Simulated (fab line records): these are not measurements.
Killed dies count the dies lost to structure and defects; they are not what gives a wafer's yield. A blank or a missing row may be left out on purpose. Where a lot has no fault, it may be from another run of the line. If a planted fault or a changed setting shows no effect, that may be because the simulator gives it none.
Comparing a struck lot with a sound one -- flow sky130 -- 17 out of 708 route steps
Sound: wafers L901.1, L901.4, L901.5. Struck: wafers L907.3, L907.5, L907.6. At the end, the cause is stated.
Order at every step that has rows: each side's tool, ch and its chambers, its first start. Under that, the readings that differ: sound wafers -- struck wafers -- difference of the means -- sigmas: that difference in standard deviations of wafers without a fault.
alike: readings with means less than 2 such deviations apart, plus words and numbers identical on both sides. not compared: withheld readings, readings lacking a value on some wafer, bounds such as >300 that could conceal the same value, and numbers that have no deviation in the record and whose values overlap.
The two part at a step that has a row with sigmas, a row that says differs or no value, or rows on one side only. Non-overlapping numbers with no deviation appear without sigmas and do not part them. Lack of a reading on every wafer of one side parts them only where that side has two or more wafers.

SKY_SONOS_ONO_THK_MEAS_03:
  struck on filmMetro-03, day 18 08:48; sound on filmMetro-04, day 16 03:55
  alike: SONOS_ONO_CVD_02_THK
then, 1 step without rows for these wafers: SKY_SONOS_ONO_CVD_04 (deposits SiO2 from SiH4/N2O, target thk 5.7199 nm).
SKY_SONOS_ONO_THK_MEAS_05:
  struck on filmMetro-03, day 18 10:07; sound on filmMetro-02, day 16 05:13
  alike: SONOS_ONO_CVD_04_THK
then, 7 steps without rows for these wafers: SKY_SONOS_ONO_DEHYDRATE_06 (time 60 s); SKY_SONOS_ONO_HMDS_07 (prime time 60 s); SKY_SONOS_ONO_COAT_08 (resist thk 1140 nm); SKY_SONOS_ONO_SOFTBAKE_09 (time 60 s); SKY_SONOS_ONO_EXPOSE_10 (exposes mask ONOM, target cd 410 nm); SKY_SONOS_ONO_PEB_11; SKY_SONOS_ONO_DEVELOP_12 (develop time 60 s).
SKY_SONOS_ONO_CD_MEAS_13 targets a cd of 410 nm.
  struck on cdSem-02, day 19 16:58; sound on cdSem-01, day 17 09:50
  alike: cdNm
SKY_SONOS_ONO_OVL_MEAS_14:
  struck on overlay-02, day 19 17:03; sound on overlay-02, day 17 09:57
reading,sound,struck,difference,sigmas
SONOS_ONO_OVL (nm),2.7 2.5 3.8,-1.5 -0.2 0.3,-3.5,-2
SKY_SONOS_ONO_ETCH_15: etches the open film in CHF3/O2, target depth 19.52 nm, time 7.8 s.
  sound on rieDiel-04 ch 0,2,3, day 17 09:59; struck on rieDiel-04 ch 0,1, day 19 17:04
  no value came back on the struck wafers for any of 6 readings (O2_flow_sccm (sccm), biasW (W) and others); on the sound wafers O2_flow_sccm (sccm) reads 4.974 5.000 5.022
reading,sound,struck,difference,sigmas
model.NOVOLAK_of_SONOS_ONO_COAT_08.thkNm (nm),1129 1127 1127,1145 1144 1146,+17,
model.SiO2_of_FIELD_ISO_CVD_24.thkNm (nm),400.1 397.7 399.4,401.5 402.2 402.7,+3.1,
model.SiO2_of_NWELL_OXIDATION_01.thkNm (nm),5.028 5.141 5.275,8.622 8.776 8.804,+3.586,
  not compared: rfHoursCounterH
then, 1 step without rows for these wafers: SKY_SONOS_ONO_WET_ETCH_16 (etches SiO2 in dHF, target depth 14 nm, time 280 s).
SKY_SONOS_ONO_STRIP_17: strips in O2/N2.
  sound on plasmaAsher-03 ch 1, day 17 10:06; struck on plasmaAsher-03 ch 0,1, day 19 17:13
reading,sound,struck,difference,sigmas
stripTimeToEndpointS (s),14.17 14.14 14.14,14.25 14.23 14.25,+0.09,+2
  alike: drypumpMotorCurrentA, n2FlowSccm, oesProductAu
  not compared: rfHoursCounterH
SKY_SONOS_ONO_WET_ETCH_18: etches Si3N4 in H3PO4, target depth 15 nm, time 172 s.
  sound on wetBench-03 ch 3, day 17 10:12; struck on wetBench-02 ch 1, day 19 17:17
reading,sound,struck,difference,sigmas
model.SiO2_of_FIELD_ISO_CVD_24.thkNm (nm),384.6 382.1 383.7,385.9 386.5 387.1,+3.0,
  alike: bathGuardTempC, bathHeatDutyPct
-- record jumps: 31 days separate the struck wafers' starts on either side; left off in module SONOS_ONO, taken up again in module PAD_OPEN, whose first shown step is the route's number 708 --
SKY_PAD_OPEN_PROBE_99:
  struck on prober-02, day 50 18:17; sound on prober-01, day 49 11:07
reading,sound,struck,difference,sigmas
killedAtFrontEnd,23 12 23,431 422 425,+407,+88
killedDies,92 83 111,492 492 492,+397,+42
killedOnRim,21 14 17,96 96 96,+79,+21
  alike: killed_at_M0_to_M3, killed_at_M4_up, killedAtContacts, killedAtOther, killedOpen, killedShort

## WHERE THEY PART
Earliest at SKY_SONOS_ONO_OVL_MEAS_14; latest, in this record, at SKY_PAD_OPEN_PROBE_99.

WHY: what had been put in by the simulator
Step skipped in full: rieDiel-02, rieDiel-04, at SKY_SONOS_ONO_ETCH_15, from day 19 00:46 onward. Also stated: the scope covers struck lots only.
